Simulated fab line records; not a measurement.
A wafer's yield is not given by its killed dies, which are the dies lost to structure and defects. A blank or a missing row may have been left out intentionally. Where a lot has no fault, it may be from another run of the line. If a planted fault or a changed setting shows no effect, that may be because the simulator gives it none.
Which tool did it? :: flow gf180mcu :: 6 lots, 18 wafers sampled, at 1 step of a route of 602

## WHAT THE GAUGES SHOWED, per wafer
GF_VT_IMPLANT_OVL_MEAS_18.
lot: L664
measured: day 7 14:02
on: overlay-02
VT_IMPLANT_01_OVL (nm): -1.1 -0.9 -0.3

lot: L668
measured: day 8 15:43
on: overlay-02
VT_IMPLANT_01_OVL (nm): 2.6 1.4 -1.4

lot: L672
measured: day 9 19:24
on: overlay-02
VT_IMPLANT_01_OVL (nm): 0.7 0.0 0.9

lot: L676
measured: day 10 17:37
on: overlay-02
VT_IMPLANT_01_OVL (nm): 0.4 -0.6 -1.1

lot: L679
measured: day 11 11:36
on: overlay-02
VT_IMPLANT_01_OVL (nm): 1.3 0.1 -0.1

lot: L681
measured: day 11 23:53
on: overlay-02
VT_IMPLANT_01_OVL (nm): 0.0 -0.6 -1.8

## TOOL THAT RAN EACH LOT (tool first, then ch and the chambers of the sampled wafers, then the start)
The record holds no process step before these readings.

## THE ANSWER, worked out from the rows above alone
Rule: what is usual is taken from the lots themselves. The widest of any qualifying gaps counts: lots, ordered by their means at a reading, are off when they make up no more than a third of the lots, leave a main group of 4 or more, and stand apart from it by 3 or more times the standard deviation of that group's means. A main group is skipped when, at the precision printed for the reading in the tables above, its means are all equal. A lot without any number at a reading at which 4 lots or more have one is off too. Where the step has rows for the other lots, those lots are counted as sound.
Nothing can be told from this: no lot is off at any reading shown.

## WHAT THE SIMULATOR HAD PUT IN
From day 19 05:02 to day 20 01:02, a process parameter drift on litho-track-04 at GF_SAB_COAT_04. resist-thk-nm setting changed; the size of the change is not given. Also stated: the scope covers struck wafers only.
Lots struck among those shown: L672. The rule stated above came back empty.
